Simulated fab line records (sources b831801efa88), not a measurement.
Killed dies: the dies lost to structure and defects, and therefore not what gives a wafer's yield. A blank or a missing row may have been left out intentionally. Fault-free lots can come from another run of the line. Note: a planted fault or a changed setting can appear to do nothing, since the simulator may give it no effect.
fab line records	flow gf180mcu
[record] lots = 24	wafers = 72	last_day = 34
route steps=602 shown V4@502 MIM@504 M5@535 V5@544 TOP_METAL@581
lots that met no fault: from a run of the same line without faults
start_h: hours from the record's first day to the start of the lot's first wafer shown	wait_h: time in hours since the lot's previous step	" identical to the entry in the row above	L1.1+2: one row covering several wafers at once	- value missing, or start not given	* or withheld: withheld	< > ~ a bound
route shown NAME@n: NAME is a module with steps in the file, n the number in the route of the first one	usual: average and standard deviation across the fault-free wafers	same: alike in all rows	chamber/n: place in a boat	sites: the reading at each site	_std_site: how widely they spread, as a standard deviation	_edge_site: outer sites' mean less inner sites'	radius_mm: for every site, how far away it sits from the centre of the wafer	mask NAME#n: copy n	behind: the last tool/chamber to shape the wafer	hold: cause of the lot's hold/its duration in hours/its outcome	device: whichever transistor did not switch (one of n, p or np)	end of line: tests run on the same wafers once the route is complete	step lacking rows: just its recipe	killed: dies lost to structure and defects at the first sort, not the wafer's yield	map: per-die view of a wafer (x killed, . not killed, _ where there is no die)
set.NAME: the setting that was run; set.NAME@STEP: the one run at that earlier step	model.NAME: the simulator's own value behind a step, which no gauge read
one table for each step of the route and one row for each wafer, over a sample of lots
services: a tool's chamber out of use, with start hour (start_h, from the record's first day; less than 0 if before it), hours out, and reason
[[steps]]
[step GF_V4_CMP_26]
[recipe] stop_on = SiO2	down_force_psi = 3.5	platen_rpm = 60	t_overpolish_s = 15	target_thk_nm = 0	pad_velocity_m_s = 0.94248
[usual] edge_zone_pressure_frac = 0.999/0.0047	head_pressure_psi = 3.500/0.0072	motor_current_A = 11.1/1.5	overpolish_run_s = 14.999/0.008	time_to_endpoint_s = 85/3.7
lot.wafer	tool	chamber	start_h	wait_h	edge_zone_pressure_frac	head_pressure_psi	motor_current_A	overpolish_run_s	time_to_endpoint_s
L074.3	cmp-02	2	561.99	0.0	0.998	3.518	11.2	14.991	89
L074.2	"	3	"	"	0.999	3.501	9.8	15.001	91
L074.5	"	2	"	"	0.996	3.500	10.8	14.986	86
L075.1	cmp-01	1	564.24	0.1	1.008	3.504	12.8	14.995	76
L075.3	"	3	"	"	1.000	3.504	9.7	15.011	80
L075.5	"	1	"	"	0.998	3.502	13.0	15.003	79
L076.3	cmp-01	0	584.09	0.0	1.007	3.498	12.0	15.004	83
L076.1	"	2	"	"	0.997	3.502	11.5	15.008	87
L076.4	"	3	"	"	1.003	3.494	9.9	15.019	81
L077.4	cmp-01	3	586.96	0.1	1.006	3.496	10.0	15.000	81
L077.1	"	0	"	"	1.007	3.500	12.4	15.000	86
L077.2	"	1	"	"	0.997	3.497	12.9	15.012	79
L078.4	cmp-01	3	599.20	0.1	1.001	3.497	9.9	14.991	79
L078.3	"	1	"	"	0.995	3.510	12.4	14.993	75
L078.5	"	2	"	"	0.991	3.491	11.3	14.995	82
L079.3	cmp-01	3	601.14	0.0	1.006	3.498	9.8	15.011	82
L079.1	"	1	"	"	0.995	3.500	12.3	14.988	80
L079.5	"	3	"	"	1.002	3.496	9.3	15.009	81
L080.4	cmp-01	3	612.59	0.0	1.006	3.506	9.6	14.992	85
L080.3	"	0	"	"	1.004	3.504	11.9	14.990	87
L080.1	"	1	"	"	0.996	3.499	12.2	15.008	79
L081.4	cmp-01	0	625.09	0.0	1.001	3.495	11.7	14.993	87
L081.2	"	3	"	"	1.002	3.513	9.5	14.998	83
L081.5	"	0	"	"	0.997	3.492	12.4	14.997	87
L082.1	cmp-01	0	628.27	0.1	1.009	3.501	12.4	15.003	83
L082.3	"	1	"	"	0.994	3.491	11.7	15.006	78
L082.6	"	2	"	"	1.001	3.495	11.3	15.004	87
L083.3	cmp-02	3	632.46	0.0	0.993	3.496	10.1	14.995	86
L083.1	"	0	"	"	1.008	3.508	13.2	14.994	88
L083.6	"	3	"	"	0.998	3.509	9.6	14.997	92
L084.2	cmp-01	0	648.26	0.2	0.990	3.491	12.0	15.002	85
L084.5	"	1	"	"	0.999	3.504	11.7	15.011	80
L084.6	"	2	"	"	1.000	3.479	11.1	14.997	86
L085.3	cmp-01	2	652.63	0.0	0.998	3.506	10.8	14.993	88
L085.1	"	0	"	"	0.997	3.509	12.7	14.998	88
L085.6	"	2	"	"	0.999	3.511	11.6	15.002	89
L086.2	cmp-02	1	663.01	0.1	1.005	3.500	8.4	15.000	89
L086.3	"	2	"	"	1.001	3.490	11.1	15.008	86
L086.1	"	3	"	"	1.002	3.497	9.6	15.004	89
L087.3	cmp-02	0	668.31	0.2	0.992	3.487	13.3	14.995	90
L087.5	"	1	"	"	0.999	3.495	8.3	15.003	86
L087.6	"	2	"	"	1.001	3.490	10.7	15.004	86
L088.1	cmp-01	0	678.22	0.1	1.004	3.492	11.3	15.011	89
L088.4	"	1	"	"	1.001	3.493	12.4	14.991	82
L088.5	"	3	"	"	1.002	3.493	9.6	15.007	84
L089.1	cmp-02	2	686.12	0.3	0.993	3.504	11.0	14.999	84
L089.5	"	3	"	"	0.991	3.494	9.5	14.991	87
L089.6	"	0	"	"	1.000	3.495	13.5	14.998	84
L090.3	cmp-01	3	692.01	0.1	0.998	3.493	9.8	14.997	82
L090.6	"	2	"	"	0.997	3.495	11.2	14.994	91
L090.5	"	3	"	"	0.998	3.502	9.5	14.988	86
L091.2	cmp-01	0	695.08	0.1	0.996	3.508	12.0	15.017	87
L091.1	"	1	"	"	0.997	3.497	11.8	15.001	80
L091.5	"	3	"	"	1.003	3.487	9.4	14.987	85
L092.1	cmp-02	3	705.62	0.1	0.993	3.493	9.8	14.995	86
L092.3	"	2	"	"	1.005	3.498	10.5	15.002	83
L092.6	"	3	"	"	1.000	3.501	10.0	14.997	90
L093.4	cmp-01	0	709.25	0.0	0.997	3.499	12.2	14.996	85
L093.2	"	1	"	"	0.993	3.514	12.5	14.996	81
L093.1	"	2	"	"	0.997	3.493	11.2	14.993	92
L094.1	cmp-01	0	713.97	0.2	1.005	3.506	12.0	14.989	84
L094.4	"	1	"	"	0.999	3.490	12.3	15.010	84
L094.2	"	2	"	"	0.997	3.509	11.5	14.992	95
L095.1	cmp-02	1	718.26	0.2	0.999	3.499	8.0	15.000	85
L095.3	"	2	"	"	1.004	3.504	11.1	14.994	86
L095.6	"	0	"	"	0.994	3.508	13.6	15.006	89
L096.1	cmp-02	0	725.71	0.1	1.000	3.505	13.0	15.004	85
L096.2	"	1	"	"	1.000	3.492	8.3	14.979	86
L096.3	"	3	"	"	0.990	3.498	9.5	14.999	88
L097.4	cmp-01	1	733.36	0.2	0.997	3.512	12.4	15.005	83
L097.5	"	2	"	"	1.004	3.499	11.8	14.996	92
L097.6	"	3	"	"	0.992	3.506	9.9	14.997	87
[step GF_MIM_SPUTTER_01]
[recipe] material = TiN	target_thk_nm = 30	power_w = 6500	time_s = 25	chamber_pressure_pa = 0.4
[usual] throttle_valve_pct = 30.3/0.71
lot.wafer	tool	chamber	start_h	wait_h	throttle_valve_pct
L074.2	pvd_sputter-02	-	562.39	0.1	30.6
L074.3	"	-	"	"	30.0
L074.5	"	-	"	"	30.3
L075.1	pvd_sputter-02	-	564.64	0.1	30.0
L075.3	"	-	"	"	31.1
L075.5	"	-	"	"	30.8
L076.1	pvd_sputter-03	-	584.49	0.1	29.5
L076.3	"	-	"	"	30.6
L076.4	"	-	"	"	29.4
L077.1	pvd_sputter-02	-	587.31	0.1	31.4
L077.2	"	-	"	"	30.6
L077.4	"	-	"	"	29.9
L078.3	pvd_sputter-03	-	599.55	0.1	29.9
L078.4	"	-	"	"	32.1
L078.5	"	-	"	"	29.3
L079.1	pvd_sputter-01	-	601.54	0.1	29.9
L079.3	"	-	"	"	29.6
L079.5	"	-	"	"	29.5
L080.1	pvd_sputter-03	-	612.99	0.1	29.5
L080.3	"	-	"	"	30.4
L080.4	"	-	"	"	31.9
L081.2	pvd_sputter-01	-	625.49	0.1	30.6
L081.4	"	-	"	"	29.6
L081.5	"	-	"	"	30.6
L082.1	pvd_sputter-01	-	628.57	0.1	29.6
L082.3	"	-	"	"	30.4
L082.6	"	-	"	"	29.7
L083.1	pvd_sputter-01	-	632.86	0.1	30.0
L083.3	"	-	"	"	30.9
L083.6	"	-	"	"	31.0
L084.2	pvd_sputter-02	-	648.51	0.1	29.9
L084.5	"	-	"	"	30.5
L084.6	"	-	"	"	29.9
L085.1	pvd_sputter-02	-	653.03	0.1	30.6
L085.3	"	-	"	"	29.5
L085.6	"	-	"	"	30.6
L086.1	pvd_sputter-01	-	663.36	0.1	30.4
L086.2	"	-	"	"	30.5
L086.3	"	-	"	"	31.1
L087.3	pvd_sputter-03	-	668.56	0.1	29.4
L087.5	"	-	"	"	29.6
L087.6	"	-	"	"	30.3
L088.1	pvd_sputter-03	-	678.52	0.1	29.3
L088.4	"	-	"	"	29.4
L088.5	"	-	"	"	29.4
L089.1	pvd_sputter-01	-	686.37	0.1	30.2
L089.5	"	-	"	"	30.5
L089.6	"	-	"	"	31.0
L090.3	pvd_sputter-02	-	692.36	0.1	30.1
L090.5	"	-	"	"	30.1
L090.6	"	-	"	"	29.7
L091.1	pvd_sputter-01	-	695.43	0.1	30.3
L091.2	"	-	"	"	30.4
L091.5	"	-	"	"	30.5
L092.1	pvd_sputter-03	-	706.02	0.1	29.5
L092.3	"	-	"	"	29.4
L092.6	"	-	"	"	31.5
L093.1	pvd_sputter-01	-	709.65	0.1	29.5
L093.2	"	-	"	"	30.6
L093.4	"	-	"	"	30.2
L094.1	pvd_sputter-01	-	714.32	0.1	30.6
L094.2	"	-	"	"	30.0
L094.4	"	-	"	"	31.2
L095.1	pvd_sputter-02	-	718.56	0.1	29.7
L095.3	"	-	"	"	30.6
L095.6	"	-	"	"	31.4
L096.1	pvd_sputter-02	-	726.11	0.1	31.2
L096.2	"	-	"	"	30.7
L096.3	"	-	"	"	29.7
L097.4	pvd_sputter-02	-	733.61	0.1	29.8
L097.5	"	-	"	"	29.8
L097.6	"	-	"	"	29.8
[step GF_M5_ETCH_09]
[recipe] chemistry = CF4/O2	target = Si3N4	target_depth_nm = 52	source_w = 800	bias_w = 150	pressure_mtorr = 150	cf4_flow_sccm = 80	O2_flow_sccm = 10	time_s = 11.6
[usual] drypump_motor_current_A = 5.9/0.43	oes_product_au = 0.998/0.01	throttle_valve_pct = 5.970/0.0095
lot.wafer	tool	chamber	start_h	wait_h	drypump_motor_current_A	oes_product_au	rf_hours_counter_h	throttle_valve_pct
L074.2	rie_diel-04	2	606.28	0.0	6.0	1.000	5	5.959
L074.3	"	1	"	"	5.3	1.013	2	5.955
L074.5	"	0	"	"	6.1	0.988	-	5.975
L075.1	rie_diel-01	2	608.26	0.0	5.8	1.001	3	5.984
L075.3	"	1	"	"	6.5	0.990	1	5.977
L075.5	"	3	"	"	6.5	1.004	-	5.982
L076.1	rie_diel-01	2	627.23	0.0	5.8	0.990	3	5.976
L076.3	"	3	"	"	6.5	0.995	9	5.959
L076.4	"	1	"	"	6.5	0.974	2	5.969
L077.1	rie_diel-04	2	629.93	0.0	6.0	1.001	6	5.973
L077.2	"	0	"	"	6.1	1.000	25	5.971
L077.4	"	3	"	"	5.2	1.012	3	5.982
L078.3	rie_diel-03	3	640.08	0.0	6.1	0.985	56	5.965
L078.4	"	0	"	"	5.3	0.985	4	5.974
L078.5	"	1	"	"	6.3	0.986	-	5.950
L079.1	rie_diel-01	3	642.70	0.0	6.5	1.009	10	5.970
L079.3	"	1	"	"	6.5	0.981	2	5.962
L079.5	"	3	"	"	6.5	1.004	-	5.965
L080.1	rie_diel-03	3	654.07	0.0	6.1	0.987	57	5.971
L080.3	"	0	"	"	5.3	0.991	5	5.983
L080.4	"	1	"	"	6.3	0.979	50	5.962
L081.2	rie_diel-01	2	666.70	0.0	5.8	1.016	5	5.958
L081.4	"	1	"	"	6.5	0.988	3	5.972
L081.5	"	2	"	"	5.8	1.005	-	5.969
L082.1	rie_diel-01	0	668.93	0.0	5.6	1.002	66	5.974
L082.3	"	1	"	"	6.5	0.990	3	5.964
L082.6	"	2	"	"	5.8	0.999	-	5.977
L083.1	rie_diel-01	0	672.32	0.0	5.6	1.012	66	5.984
L083.3	"	3	"	"	6.5	1.009	11	5.982
L083.6	"	0	"	"	5.6	1.004	-	5.982
L084.2	rie_diel-01	3	688.26	0.0	6.4	0.998	11	5.952
L084.5	"	3	"	"	6.5	1.003	-	5.960
L084.6	"	2	"	"	5.8	1.012	-	5.979
L085.1	rie_diel-03	1	692.13	0.0	6.3	0.986	51	5.963
L085.3	"	0	"	"	5.3	0.992	6	5.967
L085.6	"	2	"	"	5.8	1.002	-	5.974
L086.1	rie_diel-03	0	700.96	0.0	5.3	0.989	6	5.963
L086.2	"	3	"	"	6.1	0.984	58	5.955
L086.3	"	2	"	"	5.8	0.996	3	5.975
L087.3	rie_diel-03	2	706.83	0.0	5.8	1.002	3	5.977
L087.5	"	3	"	"	6.1	0.992	-	5.968
L087.6	"	2	"	"	5.8	1.006	-	5.962
L088.1	rie_diel-04	3	716.05	0.0	5.1	1.018	6	5.983
L088.4	"	0	"	"	6.1	1.003	28	5.982
L088.5	"	1	"	"	5.4	1.001	-	5.977
L089.1	rie_diel-01	1	723.21	0.0	6.5	0.994	5	5.977
L089.5	"	1	"	"	6.5	0.995	-	5.963
L089.6	"	0	"	"	5.6	0.997	-	5.971
L090.3	rie_diel-01	2	728.78	0.0	5.8	1.010	7	5.984
L090.5	"	2	"	"	5.8	1.001	-	5.969
L090.6	"	3	"	"	6.5	0.993	-	5.975
L091.1	rie_diel-04	2	731.91	0.0	6.0	1.004	10	5.975
L091.2	"	0	"	"	6.2	1.006	29	5.969
L091.5	"	1	"	"	5.4	0.991	-	5.966
L092.1	rie_diel-03	0	741.95	0.0	5.3	1.002	8	5.979
L092.3	"	2	"	"	5.8	1.004	5	5.977
L092.6	"	3	"	"	6.1	0.986	-	5.985
L093.1	rie_diel-01	0	744.78	0.0	5.6	1.010	2	5.977
L093.2	"	1	"	"	6.5	0.990	6	5.958
L093.4	"	3	"	"	6.5	1.006	14	5.972
L094.1	rie_diel-01	0	750.38	0.0	5.6	1.009	2	5.973
L094.2	"	2	"	"	5.8	1.001	8	5.968
L094.4	"	1	"	"	6.5	0.989	7	5.963
L095.1	rie_diel-03	3	753.72	0.0	6.1	0.981	1	5.956
L095.3	"	0	"	"	5.3	0.999	9	5.950
L095.6	"	2	"	"	5.8	0.993	-	5.978
L096.1	rie_diel-04	1	760.60	0.0	5.3	1.015	7	5.969
L096.2	"	3	"	"	5.2	1.015	8	5.969
L096.3	"	2	"	"	6.0	1.009	11	5.971
L097.4	rie_diel-04	0	767.75	0.0	6.1	1.006	30	5.964
L097.5	"	1	"	"	5.4	1.004	-	5.974
L097.6	"	0	"	"	6.1	1.005	-	5.977
[step GF_V5_CMP_04]
[recipe] material = SiO2	down_force_psi = 4	platen_rpm = 60	pad_velocity_m_s = 0.94248
[usual] edge_zone_pressure_frac = 1.001/0.0047	head_pressure_psi = 4.001/0.0091	motor_current_A = 12.2/1.7
lot.wafer	tool	chamber	start_h	wait_h	edge_zone_pressure_frac	head_pressure_psi	motor_current_A
L074.3	cmp-01	1	607.29	0.1	1.004	4.002	14.0
L074.2	"	2	"	"	1.000	3.999	12.2
L074.5	"	0	"	"	1.000	3.997	13.0
L075.3	cmp-02	3	609.35	0.1	1.001	3.998	11.0
L075.1	"	0	"	"	0.990	3.996	15.3
L075.5	"	2	"	"	0.996	3.996	11.0
L076.1	cmp-01	2	628.52	0.3	1.000	3.995	11.5
L076.3	"	3	"	"	1.003	4.008	10.5
L076.4	"	0	"	"	0.990	3.990	12.9
L077.1	cmp-01	1	630.93	0.1	1.001	4.012	13.3
L077.4	"	3	"	"	0.998	3.986	10.8
L077.2	"	0	"	"	1.006	3.995	14.3
L078.4	cmp-02	0	641.12	0.1	1.004	4.003	14.9
L078.3	"	2	"	"	1.001	4.006	12.1
L078.5	"	3	"	"	1.007	4.008	10.6
L079.3	cmp-01	1	643.69	0.0	1.001	4.013	13.4
L079.1	"	2	"	"	0.993	4.011	12.2
L079.5	"	2	"	"	0.992	4.023	12.0
L080.3	cmp-01	1	655.03	0.0	1.007	3.996	13.1
L080.1	"	2	"	"	1.004	3.990	12.2
L080.4	"	3	"	"	0.997	3.993	11.2
L081.4	cmp-02	3	667.71	0.0	1.003	4.003	10.1
L081.2	"	0	"	"	0.998	3.991	14.7
L081.5	"	3	"	"	1.004	4.003	10.1
L082.3	cmp-01	1	669.94	0.0	1.001	3.998	13.8
L082.1	"	2	"	"	0.998	3.998	12.0
L082.6	"	1	"	"	0.995	3.992	13.8
L083.3	cmp-02	1	673.31	0.0	1.001	3.998	9.4
L083.1	"	0	"	"	0.987	4.006	14.3
L083.6	"	1	"	"	1.003	4.007	8.9
L084.2	cmp-01	1	689.75	0.1	1.001	4.001	13.5
L084.5	"	3	"	"	0.994	3.995	10.1
L084.6	"	0	"	"	1.006	4.007	12.9
L085.3	cmp-02	3	693.16	0.1	1.000	4.015	10.3
L085.1	"	1	"	"	1.010	4.009	9.0
L085.6	"	3	"	"	1.006	4.008	11.0
L086.2	cmp-01	2	701.96	0.0	1.004	4.002	11.9
L086.3	"	3	"	"	1.004	3.994	11.3
L086.1	"	1	"	"	1.003	3.979	13.4
L087.3	cmp-02	1	707.95	0.1	1.001	4.007	8.8
L087.6	"	3	"	"	1.007	4.022	10.4
L087.5	"	0	"	"	1.003	4.006	14.6
L088.4	cmp-02	0	717.06	0.1	0.998	3.992	15.1
L088.1	"	1	"	"	1.008	3.998	9.4
L088.5	"	3	"	"	1.007	4.012	11.0
L089.1	cmp-01	1	724.43	0.1	0.998	3.998	14.0
L089.6	"	3	"	"	0.998	4.007	10.7
L089.5	"	0	"	"	1.002	4.011	12.1
L090.3	cmp-01	1	729.78	0.1	0.999	4.012	13.7
L090.6	"	0	"	"	1.002	3.999	13.7
L090.5	"	1	"	"	0.997	3.995	13.1
L091.1	cmp-02	3	732.87	0.1	1.003	3.998	10.7
L091.2	"	1	"	"	0.993	4.018	8.7
L091.5	"	3	"	"	1.010	4.000	10.3
L092.3	cmp-02	3	743.09	0.1	0.998	3.994	10.7
L092.1	"	1	"	"	0.999	4.002	9.5
L092.6	"	3	"	"	1.002	4.000	10.9
L093.4	cmp-01	0	745.76	0.0	1.006	4.012	12.6
L093.2	"	1	"	"	0.997	4.001	13.7
L093.1	"	2	"	"	0.997	4.019	12.6
L094.4	cmp-01	1	751.33	0.0	1.006	4.016	14.2
L094.1	"	2	"	"	1.007	4.003	12.2
L094.2	"	3	"	"	0.998	3.991	10.1
L095.1	cmp-01	2	754.73	0.1	1.007	3.987	12.4
L095.3	"	3	"	"	1.000	4.005	10.9
L095.6	"	1	"	"	1.004	4.012	13.9
L096.2	cmp-02	3	761.61	0.1	1.005	3.998	10.9
L096.1	"	0	"	"	0.995	3.993	15.1
L096.3	"	1	"	"	1.001	3.989	8.8
L097.4	cmp-01	1	768.76	0.1	1.008	3.996	13.1
L097.5	"	0	"	"	0.999	4.006	13.3
L097.6	"	1	"	"	1.004	3.994	13.1
[step GF_V5_SPUTTER_21]
[recipe] material = Ti	target_thk_nm = 15	chamber_pressure_pa = 5	power_w = 2500	substrate_temp_c = 200	time_s = 80.02
[usual] throttle_valve_pct = 30.4/0.47
lot.wafer	tool	chamber	start_h	wait_h	throttle_valve_pct
L074.2	pvd_sputter-02	-	629.14	0.0	29.6
L074.3	"	-	"	"	31.6
L074.5	"	-	"	"	29.9
L075.1	pvd_sputter-02	-	631.51	0.0	29.9
L075.3	"	-	"	"	29.9
L075.5	"	-	"	"	31.1
L076.1	pvd_sputter-04	-	649.13	0.0	30.3
L076.3	"	-	"	"	29.9
L076.4	"	-	"	"	30.2
L077.1	pvd_sputter-02	-	652.38	0.0	30.4
L077.2	"	-	"	"	29.9
L077.4	"	-	"	"	30.6
L078.3	pvd_sputter-04	-	661.94	0.0	30.3
L078.4	"	-	"	"	31.0
L078.5	"	-	"	"	30.8
L079.1	pvd_sputter-04	-	664.61	0.0	30.6
L079.3	"	-	"	"	31.0
L079.5	"	-	"	"	30.3
L080.1	pvd_sputter-04	-	675.81	0.0	31.1
L080.3	"	-	"	"	29.7
L080.4	"	-	"	"	30.1
L081.2	pvd_sputter-04	-	687.39	0.0	30.0
L081.4	"	-	"	"	30.5
L081.5	"	-	"	"	29.9
L082.1	pvd_sputter-01	-	690.38	0.0	30.5
L082.3	"	-	"	"	30.1
L082.6	"	-	"	"	30.7
L083.1	pvd_sputter-04	-	693.70	0.0	30.2
L083.3	"	-	"	"	30.8
L083.6	"	-	"	"	30.9
L084.2	pvd_sputter-04	-	709.68	0.0	29.8
L084.5	"	-	"	"	30.4
L084.6	"	-	"	"	29.9
L085.1	pvd_sputter-01	-	713.23	0.0	29.5
L085.3	"	-	"	"	31.1
L085.6	"	-	"	"	29.9
L086.1	pvd_sputter-04	-	720.56	0.0	30.6
L086.2	"	-	"	"	30.7
L086.3	"	-	"	"	29.7
L087.3	pvd_sputter-04	-	726.80	0.0	30.8
L087.5	"	-	"	"	31.0
L087.6	"	-	"	"	29.9
L088.1	pvd_sputter-04	-	735.51	0.0	29.9
L088.4	"	-	"	"	30.4
L088.5	"	-	"	"	29.9
L089.1	pvd_sputter-01	-	743.14	0.0	29.7
L089.5	"	-	"	"	30.5
L089.6	"	-	"	"	29.6
L090.3	pvd_sputter-01	-	747.80	0.0	29.7
L090.5	"	-	"	"	29.8
L090.6	"	-	"	"	30.1
L091.1	pvd_sputter-04	-	751.41	0.0	30.0
L091.2	"	-	"	"	30.4
L091.5	"	-	"	"	30.3
L092.1	pvd_sputter-04	-	760.85	0.0	30.9
L092.3	"	-	"	"	30.5
L092.6	"	-	"	"	30.5
L093.1	pvd_sputter-02	-	763.20	0.0	30.8
L093.2	"	-	"	"	29.9
L093.4	"	-	"	"	30.5
L094.1	pvd_sputter-04	-	769.04	0.0	30.9
L094.2	"	-	"	"	29.9
L094.4	"	-	"	"	30.3
L095.1	pvd_sputter-04	-	771.81	0.0	30.8
L095.3	"	-	"	"	30.0
L095.6	"	-	"	"	29.8
L096.1	pvd_sputter-01	-	778.92	0.0	30.3
L096.2	"	-	"	"	29.8
L096.3	"	-	"	"	31.0
L097.4	pvd_sputter-02	-	785.47	0.0	29.7
L097.5	"	-	"	"	31.5
L097.6	"	-	"	"	30.7
[step GF_TOP_METAL_CD_MEAS_14]
[recipe] target_cd_nm = 440
[usual] cd_nm = 439.8/1.9
lot.wafer	tool	chamber	start_h	wait_h	cd_nm
L074.2	cd_sem-01	-	650.33	0.3	440.0
L074.3	"	-	"	"	441.2
L074.5	"	-	"	"	441.0
L075.1	cd_sem-01	-	652.58	0.2	441.5
L075.3	"	-	"	"	440.3
L075.5	"	-	"	"	440.3
L076.1	cd_sem-02	-	670.40	0.1	443.1
L076.3	"	-	"	"	440.0
L076.4	"	-	"	"	439.7
L077.1	cd_sem-02	-	672.25	0.1	441.0
L077.2	"	-	"	"	439.3
L077.4	"	-	"	"	438.6
L078.3	cd_sem-02	-	681.59	0.1	436.9
L078.4	"	-	"	"	436.1
L078.5	"	-	"	"	435.6
L079.1	cd_sem-02	-	684.15	0.1	441.3
L079.3	"	-	"	"	440.7
L079.5	"	-	"	"	440.6
L080.1	cd_sem-02	-	695.50	0.1	444.4
L080.3	"	-	"	"	442.1
L080.4	"	-	"	"	442.3
L081.2	cd_sem-02	-	706.82	0.1	439.5
L081.4	"	-	"	"	439.9
L081.5	"	-	"	"	439.9
L082.1	cd_sem-01	-	709.92	0.1	437.5
L082.3	"	-	"	"	436.7
L082.6	"	-	"	"	437.0
L083.1	cd_sem-02	-	712.88	0.2	441.0
L083.3	"	-	"	"	444.0
L083.6	"	-	"	"	444.3
L084.2	cd_sem-02	-	727.62	0.1	441.5
L084.5	"	-	"	"	439.1
L084.6	"	-	"	"	439.3
L085.1	cd_sem-02	-	731.65	0.1	442.6
L085.3	"	-	"	"	443.9
L085.6	"	-	"	"	442.5
L086.1	cd_sem-02	-	738.75	0.1	440.0
L086.2	"	-	"	"	438.5
L086.3	"	-	"	"	439.6
L087.3	cd_sem-02	-	744.31	0.1	441.2
L087.5	"	-	"	"	440.9
L087.6	"	-	"	"	441.1
L088.1	cd_sem-02	-	753.94	0.1	442.0
L088.4	"	-	"	"	442.4
L088.5	"	-	"	"	441.3
L089.1	cd_sem-01	-	760.74	0.1	437.9
L089.5	"	-	"	"	438.7
L089.6	"	-	"	"	438.3
L090.3	cd_sem-02	-	764.76	0.1	440.0
L090.5	"	-	"	"	437.8
L090.6	"	-	"	"	439.5
L091.1	cd_sem-01	-	768.54	0.1	439.3
L091.2	"	-	"	"	439.6
L091.5	"	-	"	"	440.1
L092.1	cd_sem-01	-	777.42	0.1	438.7
L092.3	"	-	"	"	437.1
L092.6	"	-	"	"	436.4
L093.1	cd_sem-01	-	779.60	0.1	440.7
L093.2	"	-	"	"	439.7
L093.4	"	-	"	"	440.9
L094.1	cd_sem-01	-	785.82	0.1	439.7
L094.2	"	-	"	"	440.1
L094.4	"	-	"	"	438.8
L095.1	cd_sem-02	-	788.42	0.1	439.4
L095.3	"	-	"	"	439.8
L095.6	"	-	"	"	438.3
L096.1	cd_sem-02	-	794.97	0.1	438.0
L096.2	"	-	"	"	437.3
L096.3	"	-	"	"	437.8
L097.4	cd_sem-01	-	801.68	0.1	439.2
L097.5	"	-	"	"	437.4
L097.6	"	-	"	"	440.4
[[services]]
tool	chamber	start_h	hours	kind
rie_diel-04	1	552.32	9.9	repair
pvd_sputter-04	-	569.34	0.9	repair
cmp-01	-	571.26	1.3	repair
rie_diel-01	-	571.99	5.2	repair
cmp-01	-	572.59	4.0	pm
pvd_sputter-02	-	592.48	2.3	repair
rie_diel-04	3	600.01	1.9	repair
rie_diel-03	0	605.16	2.4	repair
cmp-01	-	613.92	3.5	pm
pvd_sputter-04	-	621.17	19.5	repair
cmp-02	-	629.34	1.5	repair
rie_diel-04	1	637.07	18.3	repair
rie_diel-01	1	654.25	7.8	repair
pvd_sputter-02	-	655.99	6.3	repair
cmp-02	-	696.47	2.4	repair
cmp-02	-	716.29	0.2	repair
cmp-01	-	716.62	2.4	repair
pvd_sputter-01	-	716.96	1.7	repair
rie_diel-01	2	724.47	3.8	repair
cmp-02	-	727.77	3.0	pm
cmp-02	-	744.01	4.0	pm
pvd_sputter-01	-	761.98	1.2	repair
rie_diel-01	0	762.06	2.0	repair
rie_diel-01	1	773.38	29.5	repair
[[key]]
fault none
